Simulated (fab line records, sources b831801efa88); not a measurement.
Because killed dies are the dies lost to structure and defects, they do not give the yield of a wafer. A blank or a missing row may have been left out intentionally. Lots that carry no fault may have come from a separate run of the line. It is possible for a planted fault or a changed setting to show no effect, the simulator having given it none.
The tool behind it: which one? + flow gf180mcu + 33 wafers from 11 lots sampled at 5 of the route's 602 steps

WHAT THE GAUGES SHOWED, per wafer
GF_V4_THK_MEAS_03.
| lot  | measured     | on            | V4_CVD_02_THK (nm) |
|------|--------------|---------------|--------------------|
| L291 | day 23 11:17 | film_metro-01 | 840 850 867        |
| L292 | day 23 18:32 | film_metro-03 | 860 863 858        |
| L294 | day 24 06:00 | film_metro-01 | 843 839 839        |
| L299 | day 26 03:54 | film_metro-03 | 519 849 861        |
| L303 | day 27 07:45 | film_metro-03 | 844 844 865        |
| L308 | day 28 19:37 | film_metro-04 | 854 862 875        |
| L307 | day 29 00:37 | film_metro-01 | 848 860 862        |
| L309 | day 29 04:22 | film_metro-04 | 852 851 853        |
| L310 | day 29 12:34 | film_metro-04 | 844 846 858        |
| L312 | day 30 03:10 | film_metro-03 | 848 838 845        |
| L314 | day 30 18:42 | film_metro-03 | 849 838 852        |

TOOL THAT RAN EACH LOT (tool first, then ch and the chambers of the sampled wafers, then the start)
| lot  | GF_V3_STRIP_18                       | GF_M4_SPUTTER_03             | GF_M4_SPUTTER_04             | GF_V4_CVD_02                    |
|------|--------------------------------------|------------------------------|------------------------------|---------------------------------|
| L291 | plasma_asher-02 ch 0,1, day 22 09:29 | pvd_sputter-03, day 22 10:54 | pvd_sputter-03, day 22 10:55 | pecvd-04 ch 0,2, day 23 11:13   |
| L292 | plasma_asher-02 ch 0,1, day 22 18:14 | pvd_sputter-04, day 22 19:41 | pvd_sputter-04, day 22 19:42 | pecvd-02 ch 0,1,2, day 23 18:28 |
| L294 | plasma_asher-02 ch 0,1, day 23 05:17 | pvd_sputter-04, day 23 06:43 | pvd_sputter-04, day 23 06:44 | pecvd-02 ch 0,1,2, day 24 05:56 |
| L299 | plasma_asher-03 ch 0,1, day 25 03:50 | pvd_sputter-04, day 25 05:14 | pvd_sputter-04, day 25 05:15 | pecvd-02 ch 0,2, day 26 03:50   |
| L303 | plasma_asher-02 ch 0,1, day 26 09:07 | pvd_sputter-01, day 26 10:31 | pvd_sputter-01, day 26 10:32 | pecvd-03 ch 0,2, day 27 07:41   |
| L308 | plasma_asher-02 ch 0,1, day 27 22:22 | pvd_sputter-03, day 27 23:49 | pvd_sputter-03, day 27 23:51 | pecvd-04 ch 0,1, day 28 19:31   |
| L307 | plasma_asher-01 ch 0,1, day 28 02:52 | pvd_sputter-01, day 28 04:19 | pvd_sputter-01, day 28 04:20 | pecvd-04 ch 0,1,2, day 29 00:34 |
| L309 | plasma_asher-01 ch 0,1, day 28 06:53 | pvd_sputter-04, day 28 08:17 | pvd_sputter-04, day 28 08:18 | pecvd-02 ch 0,1,2, day 29 04:17 |
| L310 | plasma_asher-03 ch 0,1, day 28 15:05 | pvd_sputter-04, day 28 16:36 | pvd_sputter-04, day 28 16:37 | pecvd-02 ch 1,2, day 29 12:30   |
| L312 | plasma_asher-03 ch 0,1, day 29 07:14 | pvd_sputter-01, day 29 08:39 | pvd_sputter-01, day 29 08:40 | pecvd-03 ch 1,2, day 30 03:05   |
| L314 | plasma_asher-03 ch 0,1, day 29 22:00 | pvd_sputter-04, day 29 23:23 | pvd_sputter-04, day 29 23:25 | pecvd-03 ch 0,1,2, day 30 18:38 |
- GF_V3_STRIP_18: strips in O2/N2.
- GF_M4_SPUTTER_03: material Ti, target thk 10 nm, time 6.7 s.
- GF_M4_SPUTTER_04: material TiN, target thk 50 nm, time 41.7 s.
- GF_V4_CVD_02: deposits SiO2 from TEOS, target thk 850 nm, time 94.851 s.

THE ANSWER, worked out from the rows above alone
Rule: the lots themselves supply what counts as usual. Put in order of their means at a reading, lots are off if they are a third of the lots or fewer, leave a main group of 4 or more, and stand apart from it by a gap of 3 or more times the standard deviation of the main group's means; of several such gaps the widest counts. A main group whose means are all the same, to the digits that the tables above print for the reading, isn't used. A lot without any number at a reading at which 4 lots or more have one is off too. All remaining lots with rows at the step are treated as sound.
Off: L299, seen at GF_V4_THK_MEAS_03 (V4_CVD_02_THK). The main group has a mean of 852 nm with a standard deviation of 6.9.
If a tool, at a process step before that reading, ran all the lots that are off and no sound lot after the first of them, it fits. The gauges at GF_V4_THK_MEAS_03 are tried like those tools. No candidate that was tried fits.

WHAT THE SIMULATOR PUT IN
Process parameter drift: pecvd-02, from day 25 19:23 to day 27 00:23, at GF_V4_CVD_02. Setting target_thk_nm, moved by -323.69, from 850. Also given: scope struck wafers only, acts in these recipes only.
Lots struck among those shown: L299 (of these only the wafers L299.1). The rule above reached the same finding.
